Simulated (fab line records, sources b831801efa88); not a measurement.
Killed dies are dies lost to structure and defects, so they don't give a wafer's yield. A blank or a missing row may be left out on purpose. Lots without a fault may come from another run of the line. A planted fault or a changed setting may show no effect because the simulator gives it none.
The tool behind it: which one? | flow sfq_line | 14 lots, 42 wafers sampled, at 5 steps of a route of 325

WHAT THE GAUGES SHOWED, per wafer
SFQ_M1_OVL_MEAS_911. Usual: M1_OVL typically reads 1 nm, with standard deviation 5.
lot  | measured     | on         | M1_OVL (nm) | flag
L480 | day 24 03:29 | overlay-02 | 7 0 9       |
L481 | day 24 11:53 | overlay-02 | -4 5 -7     |
L482 | day 25 09:29 | overlay-02 | 6 1 7       |
L486 | day 27 09:13 | overlay-01 | 3 -4 0      |
L487 | day 27 23:37 | overlay-02 | -2 -5 6     |
L488 | day 28 08:02 | overlay-01 | 2 3 -5      |
L489 | day 28 23:17 | overlay-02 | -5 3 5      |
L491 | day 29 08:53 | overlay-02 | -1 0 5      |
L492 | day 29 16:05 | overlay-02 | -5 3 8      |
L494 | day 30 06:38 | overlay-02 | 5 0 0       |
L496 | day 31 09:08 | overlay-01 | 5 0 3       |
L497 | day 31 17:32 | overlay-02 | -10 -4 -5   |
L499 | day 32 22:56 | overlay-02 | -2 -7 -14   |
L503 | day 34 12:10 | overlay-01 | 2 2 -1      |

SFQ_M2_RS_MEAS_914: uses a four-point probe to measure. Usual: M2_NB_RS typically reads 0.893 ohm/sq, with standard deviation 0.0073.
lot  | measured     | on            | M2_NB_RS (ohm/sq) | flag
L480 | day 31 00:37 | film_metro-01 | 0.894 0.898 0.896 |
L481 | day 31 09:01 | film_metro-02 | 0.905 0.898 0.890 |
L482 | day 32 04:32 | film_metro-01 | 0.894 0.895 0.892 |
L486 | day 34 09:41 | film_metro-01 | 0.882 0.872 0.889 |
L487 | day 35 00:04 | film_metro-02 | 0.895 0.894 0.904 |
L488 | day 35 03:43 | film_metro-04 | 0.890 0.893 0.886 |
L489 | day 35 14:28 | film_metro-04 | 0.893 0.894 0.888 |
L491 | day 36 01:08 | film_metro-04 | 0.887 0.875 0.885 |
L492 | day 36 12:21 | film_metro-04 | 0.898 0.893 0.902 |
L494 | day 36 23:14 | film_metro-01 | 0.883 0.892 0.894 |
L496 | day 38 00:30 | film_metro-01 | 0.890 0.897 0.892 |
L497 | day 38 11:17 | film_metro-02 | 0.940 0.939 0.931 | OFF
L499 | day 39 08:20 | film_metro-01 | 0.938 0.925 0.923 | OFF
L503 | day 40 14:05 | film_metro-01 | 0.890 0.901 0.897 |

WHAT TOOL EACH LOT RAN ON (gives the tool, then ch and the chambers of the sampled wafers, and finally the start)
lot  | SFQ_TRILAYER_I0_DEP_PECVD_027   | SFQ_TRILAYER_M1_BARC_OPEN_METAL_ETCH_054 | SFQ_TRILAYER_M2_DEP_SPUTTER_055
L480 | pecvd-02 ch 1,2, day 12 03:25   | rie_metal-02 ch 0,1, day 24 03:31        | pvd_sputter-04, day 31 00:32
L481 | pecvd-02 ch 1,2, day 12 10:39   | rie_metal-02 ch 0,1, day 24 11:55        | pvd_sputter-04, day 31 08:56
L482 | pecvd-02 ch 0,2, day 12 20:14   | rie_metal-04 ch 0,1, day 25 09:31        | pvd_sputter-04, day 32 04:26
L486 | pecvd-03 ch 0,1, day 14 14:26   | rie_metal-02 ch 0,1, day 27 09:16        | pvd_sputter-03, day 34 09:34
L487 | pecvd-02 ch 0,1,2, day 15 06:10 | rie_metal-04 ch 0,1, day 27 23:38        | pvd_sputter-04, day 34 23:58
L488 | pecvd-01 ch 0,1,2, day 15 14:11 | rie_metal-02 ch 0,1, day 28 08:04        | pvd_sputter-04, day 35 03:34
L489 | pecvd-01 ch 0,2, day 15 22:33   | rie_metal-04 ch 0,1, day 28 23:19        | pvd_sputter-05, day 35 14:22
L491 | pecvd-03 ch 0,1,2, day 16 10:58 | rie_metal-04 ch 0,1, day 29 08:55        | pvd_sputter-04, day 36 01:02
L492 | pecvd-02 ch 1,2, day 16 14:34   | rie_metal-04 ch 0,1, day 29 16:07        | pvd_sputter-03, day 36 12:16
L494 | pecvd-01 ch 0,1,2, day 17 04:07 | rie_metal-04 ch 0,1, day 30 06:40        | pvd_sputter-04, day 36 23:05
L496 | pecvd-02 ch 0,1, day 18 01:29   | rie_metal-01 ch 0,1, day 31 09:10        | pvd_sputter-03, day 38 00:24
L497 | pecvd-02 ch 0,1, day 18 09:55   | rie_metal-01 ch 0,1, day 31 17:34        | pvd_sputter-03, day 38 11:11
L499 | pecvd-03 ch 0,1,2, day 19 18:00 | rie_metal-04 ch 1, day 32 22:58          | pvd_sputter-03, day 39 08:15
L503 | pecvd-03 ch 0,1, day 21 01:20   | rie_metal-01 ch 0,1, day 34 12:12        | pvd_sputter-05, day 40 13:59
- SFQ_TRILAYER_I0_DEP_PECVD_027: deposits SiO2 from SiH4/N2O, time 111.11 s, target thk 500 nm.
- SFQ_TRILAYER_M1_BARC_OPEN_METAL_ETCH_054: etches BARC in O2, target depth 125 nm, time 41.7 s.
- SFQ_TRILAYER_M2_DEP_SPUTTER_055: material Nb, target thk 200 nm, time 133.3 s.

AS READ BY THE TOOLS THEMSELVES (means over the sampled wafers that have a number; for cases with no such wafer, the mark the record gives instead)
SFQ_TRILAYER_I0_DEP_PECVD_027. Usual: chamber_pressure_Torr 2.400 Torr, standard deviation 0.0051; heater_power_outer_w 29 W, standard deviation 6.9; heater_power_w 79 W, standard deviation 13; rf_fwd_power_W 182.3 W, standard deviation 0.65; throttle_valve_pct 23.6 %, standard deviation 0.83.
lot  | tool     | chamber_pressure_Torr (Torr) | heater_power_outer_w (W) | heater_power_w (W) | rf_fwd_power_W (W) | throttle_valve_pct (%) | flag
L480 | pecvd-02 | 2.405                        | 33                       | 82                 | 182.5              | 23.6                   |
L481 | pecvd-02 | 2.401                        | 34                       | 82                 | 182.3              | 23.5                   |
L482 | pecvd-02 | 2.396                        | 33                       | 87                 | 181.8              | 23.6                   |
L486 | pecvd-03 | 2.401                        | 31                       | 84                 | 182.2              | 22.7                   |
L487 | pecvd-02 | 2.396                        | 32                       | 80                 | 182.1              | 23.5                   |
L488 | pecvd-01 | 2.398                        | 30                       | 84                 | 181.8              | 24.6                   |
L489 | pecvd-01 | 2.394                        | 31                       | 85                 | 181.8              | 24.3                   |
L491 | pecvd-03 | 2.403                        | 28                       | 79                 | 182.6              | 22.1                   |
L492 | pecvd-02 | 2.401                        | 27                       | 72                 | 181.8              | 23.5                   |
L494 | pecvd-01 | 2.403                        | 27                       | 78                 | 181.8              | 24.4                   |
L496 | pecvd-02 | 2.397                        | 31                       | 81                 | 182.7              | 24.0                   |
L497 | pecvd-02 | 2.399                        | 29                       | 79                 | 181.7              | 23.8                   |
L499 | pecvd-03 | 2.399                        | 27                       | 79                 | 182.1              | 22.6                   |
L503 | pecvd-03 | 2.399                        | 25                       | 77                 | 182.6              | 22.8                   |

SFQ_TRILAYER_M1_BARC_OPEN_METAL_ETCH_054. Usual: drypump_motor_current_A 5.9 A, standard deviation 0.32; oes_product_au 0.682 a.u., standard deviation 0.0045; rf_fwd_power_W 592.2 W, standard deviation 2.5.
lot  | tool         | drypump_motor_current_A (A) | oes_product_au (a.u.) | rf_fwd_power_W (W) | flag
L480 | rie_metal-02 | 5.6                         | 0.681                 | 591.4              |
L481 | rie_metal-02 | 5.7                         | 0.679                 | 591.7              |
L482 | rie_metal-04 | 6.2                         | 0.682                 | 593.6              |
L486 | rie_metal-02 | 5.7                         | 0.684                 | 592.0              |
L487 | rie_metal-04 | 5.9                         | 0.684                 | 594.9              |
L488 | rie_metal-02 | 5.8                         | 0.680                 | 591.4              |
L489 | rie_metal-04 | 5.9                         | 0.680                 | 593.1              |
L491 | rie_metal-04 | 6.2                         | 0.680                 | 592.6              |
L492 | rie_metal-04 | 6.2                         | 0.682                 | 593.9              |
L494 | rie_metal-04 | 6.2                         | 0.683                 | 593.1              |
L496 | rie_metal-01 | 5.8                         | 0.684                 | 591.8              |
L497 | rie_metal-01 | 5.7                         | 0.678                 | 589.2              |
L499 | rie_metal-04 | 6.4                         | 0.684                 | 594.8              |
L503 | rie_metal-01 | 5.7                         | 0.678                 | 589.5              |

SFQ_TRILAYER_M2_DEP_SPUTTER_055. Usual: cathode_dc_power_W 2000.0 W, standard deviation 0.34; throttle_valve_pct 29.8 %, standard deviation 0.76.
lot  | tool           | cathode_dc_power_W (W) | throttle_valve_pct (%) | flag
L480 | pvd_sputter-04 | 2000.0                 | 30.3                   |
L481 | pvd_sputter-04 | 2000.3                 | 29.3                   |
L482 | pvd_sputter-04 | 1999.7                 | 29.8                   |
L486 | pvd_sputter-03 | 1999.9                 | 30.0                   |
L487 | pvd_sputter-04 | 1999.9                 | 29.0                   |
L488 | pvd_sputter-04 | 1999.6                 | 29.3                   |
L489 | pvd_sputter-05 | 2000.0                 | 30.1                   |
L491 | pvd_sputter-04 | 2000.4                 | 29.4                   |
L492 | pvd_sputter-03 | 2000.0                 | 29.9                   |
L494 | pvd_sputter-04 | 1999.8                 | 30.2                   |
L496 | pvd_sputter-03 | 2000.4                 | 29.7                   |
L497 | pvd_sputter-03 | 1922.5                 | 29.8                   | OFF
L499 | pvd_sputter-03 | 1922.1                 | 29.7                   | OFF
L503 | pvd_sputter-05 | 1999.9                 | 30.7                   |

THE ANSWER, worked out from the rows above alone
Rule: a lot is off if the mean of its wafers that have a number lies more than 3 standard deviations from the usual mean. Also off: a lot with no number at a reading for which 4 or more lots have one. The other lots that the step has rows for count as sound. After the gauges, taken in route order, come the tools' own readings; for these a lot's mean is taken, as printed above. At the first step where some lot is off, the reading lying furthest off is the one used; lots without a number count as furthest.
Off: L497, L499, at SFQ_M2_RS_MEAS_914 (M2_NB_RS).
If a tool, at a process step before that reading, ran all the lots that are off and no sound lot after the first of them, it fits. The gauges at SFQ_M2_RS_MEAS_914 aren't tried: what is off there is off at SFQ_TRILAYER_M2_DEP_SPUTTER_055 too, on other tools, and a gauge's error can't cause that. One fits: pvd_sputter-03 at SFQ_TRILAYER_M2_DEP_SPUTTER_055. A fault onset in the window from L496 (day 38 00:24, its last sound lot) to L497 (day 38 11:11, its first lot off) fits.
The tool's own readings at SFQ_TRILAYER_M2_DEP_SPUTTER_055 bear it out: on the lots that are off they differ by more than 5 times the standard deviation of the sound lots' means. cathode_dc_power_W reads 1922.3 W there against 2000.0 W on the sound lots.

WHAT WAS PUT IN BY THE SIMULATOR
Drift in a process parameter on pvd_sputter-03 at SFQ_TRILAYER_M2_DEP_SPUTTER_055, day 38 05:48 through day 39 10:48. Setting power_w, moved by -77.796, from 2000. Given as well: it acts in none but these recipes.
Struck lots among those shown: L497, L499. Same finding as the rule above.
